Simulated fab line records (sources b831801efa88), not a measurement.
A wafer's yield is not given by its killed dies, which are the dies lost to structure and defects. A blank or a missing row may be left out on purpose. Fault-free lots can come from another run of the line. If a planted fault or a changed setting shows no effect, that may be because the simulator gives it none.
Struck lot and sound lot, side by side | flow sky130 | 43 steps out of a route of 708
Sound: the wafers L694.4, L694.5, L694.6. Struck: wafers L705.2, L705.4, L705.6. The cause comes at the end.
For every step that has rows: the tool of each side, followed by ch and its chambers, followed by its first start. Under that, the readings that differ: sound wafers | struck wafers | difference of the means | sigmas: that difference in standard deviations of wafers without a fault.
alike: readings whose means differ by less than 2 such deviations, and words and numbers that are the same on both sides. not compared: withheld readings, readings that some wafer has no value for, bounds like >300 that may hide the same value, and numbers for which the record gives no deviation and whose values overlap.
A row with sigmas, a row that says differs or no value, or rows on one side alone: a step with any of these is where the two part. Numbers that don't overlap but have no deviation are shown without sigmas and don't part them. Lack of a reading on every wafer of one side parts them only where that side has two or more wafers.

SKY_LDD_P_OVL_MEAS_08:
  sound on overlay-01, day 19 04:47; struck on overlay-02, day 24 03:38
  alike: LDD_P_OVL
then, 1 step without rows for these wafers: SKY_LDD_P_IMPLANT_09.
SKY_LDD_P_STRIP_10: strips in O2/N2.
  sound on plasmaAsher-02 ch 0,1, day 19 04:59; struck on plasmaAsher-02 ch 0, day 24 03:49
  alike: drypumpMotorCurrentA, o2FlowSccm, oesProductAu, stripTimeToEndpointS
  not compared: rfHoursCounterH
SKY_LDD_P_TW_MEAS_11:
  sound on filmMetro-02, day 19 05:05; struck on filmMetro-04, day 24 03:55
  alike: LDD_P_TW
then, 7 steps without rows for these wafers: SKY_LDD_HVN_DEHYDRATE_00 (time 60 s); SKY_LDD_HVN_HMDS_01 (prime time 60 s); SKY_LDD_HVN_COAT_02 (resist thk 300 nm); SKY_LDD_HVN_SOFTBAKE_03 (time 60 s); SKY_LDD_HVN_EXPOSE_04 (exposes mask HVNTM, target cd 700 nm); SKY_LDD_HVN_PEB_05; SKY_LDD_HVN_DEVELOP_06 (develop time 60 s).
SKY_LDD_HVN_OVL_MEAS_07:
  sound on overlay-01, day 20 11:37; struck on overlay-01, day 25 09:40
  alike: LDD_HVN_OVL
SKY_LDD_HVN_IMPLANT_08:
  sound on implanter-02 ch 0, day 20 11:43; struck on implanter-03 ch 0, day 25 09:43
  alike: tiltDeg
SKY_LDD_HVN_STRIP_09: strips in O2/N2.
  sound on plasmaAsher-02 ch 0,1, day 20 11:49; struck on plasmaAsher-04 ch 0,1, day 25 09:50
reading           | sound          | struck         | difference | sigmas
o2FlowSccm (sccm) | 2986 2987 2993 | 3016 3007 3009 | +22        | +2
  alike: drypumpMotorCurrentA, oesProductAu, stripTimeToEndpointS
  not compared: rfHoursCounterH
SKY_LDD_HVN_TW_MEAS_10:
  sound on filmMetro-01, day 20 11:55; struck on filmMetro-04, day 25 09:57
  alike: LDD_HVN_TW
then, 7 steps without rows for these wafers: SKY_LDD_HVP_DEHYDRATE_00 (time 60 s); SKY_LDD_HVP_HMDS_01 (prime time 60 s); SKY_LDD_HVP_COAT_02 (resist thk 300 nm); SKY_LDD_HVP_SOFTBAKE_03 (time 60 s); SKY_LDD_HVP_EXPOSE_04 (exposes mask HVPTM, target cd 700 nm); SKY_LDD_HVP_PEB_05; SKY_LDD_HVP_DEVELOP_06 (develop time 60 s).
SKY_LDD_HVP_OVL_MEAS_07:
  sound on overlay-01, day 21 19:10; struck on overlay-01, day 26 14:55
  alike: LDD_HVP_OVL
then, 1 step without rows for these wafers: SKY_LDD_HVP_IMPLANT_08.
SKY_LDD_HVP_STRIP_09: strips in O2/N2.
  sound on plasmaAsher-01 ch 0,1, day 21 19:22; struck on plasmaAsher-04 ch 0,1, day 26 15:05
  alike: drypumpMotorCurrentA, o2FlowSccm, oesProductAu, stripTimeToEndpointS
  not compared: rfHoursCounterH
SKY_LDD_HVP_TW_MEAS_10:
  sound on filmMetro-02, day 21 19:28; struck on filmMetro-01, day 26 15:12
  alike: LDD_HVP_TW
then, 7 steps without rows for these wafers: SKY_LDD_LDN_DEHYDRATE_00 (time 60 s); SKY_LDD_LDN_HMDS_01 (prime time 60 s); SKY_LDD_LDN_COAT_02 (resist thk 1140 nm); SKY_LDD_LDN_SOFTBAKE_03 (time 60 s); SKY_LDD_LDN_EXPOSE_04 (exposes mask LDNTM, target cd 700 nm); SKY_LDD_LDN_PEB_05; SKY_LDD_LDN_DEVELOP_06 (develop time 60 s).
SKY_LDD_LDN_OVL_MEAS_07:
  sound on overlay-02, day 23 02:07; struck on overlay-02, day 27 19:49
  alike: LDD_LDN_OVL
then, 4 steps without rows for these wafers: SKY_LDD_LDN_IMPLANT_08; SKY_LDD_LDN_IMPLANT_09; SKY_LDD_LDN_IMPLANT_10; SKY_LDD_LDN_IMPLANT_11.
SKY_LDD_LDN_STRIP_12: strips in O2/N2.
  sound on plasmaAsher-04 ch 0,1, day 23 02:46; struck on plasmaAsher-04 ch 0,1, day 27 20:26
  alike: drypumpMotorCurrentA, o2FlowSccm, oesProductAu, stripTimeToEndpointS
  not compared: rfHoursCounterH
SKY_LDD_LDN_TW_MEAS_13:
  sound on filmMetro-03, day 23 02:52; struck on filmMetro-03, day 27 20:33
  alike: LDD_LDN_TW
then, 2 steps without rows for these wafers: SKY_LDD_LDN_CLEAN_14 (cleans in SC1/SC2, time 150 s); SKY_SPACER_CVD_00 (deposits Si3N4 from DCS/NH3, target thk 43.1 nm, time 740 s).
-- the record jumps here: 21 days lie between the struck wafers' starts before and after (it left off in module SPACER and takes up again in module PAD_OPEN, whose first step shown is number 708 of the route) --
SKY_PAD_OPEN_PROBE_99:
  sound on prober-02, day 46 00:58; struck on prober-02, day 49 03:25
reading                           | sound             | struck            | difference | sigmas
model.etest.tip_n_5v.rsOhmSqRange | 30.91 22.15 21.18 | 122.5 97.68 105.5 | +83.8      | 
  alike: killed_at_M0_to_M3, killed_at_M4_up, killedAtContacts, killedAtFrontEnd, killedAtOther, killedDies, killedOpen, killedShort

## WHERE THEY PART
Only at SKY_LDD_HVN_STRIP_09, as far as this record shows. Later steps at which nothing parts them and some readings are alike: SKY_LDD_HVN_TW_MEAS_10, SKY_LDD_HVP_OVL_MEAS_07, SKY_LDD_HVP_STRIP_09, SKY_LDD_HVP_TW_MEAS_10, SKY_LDD_LDN_OVL_MEAS_07, SKY_LDD_LDN_STRIP_12, SKY_LDD_LDN_TW_MEAS_13, SKY_PAD_OPEN_PROBE_99.

WHY: whatever the simulator had introduced
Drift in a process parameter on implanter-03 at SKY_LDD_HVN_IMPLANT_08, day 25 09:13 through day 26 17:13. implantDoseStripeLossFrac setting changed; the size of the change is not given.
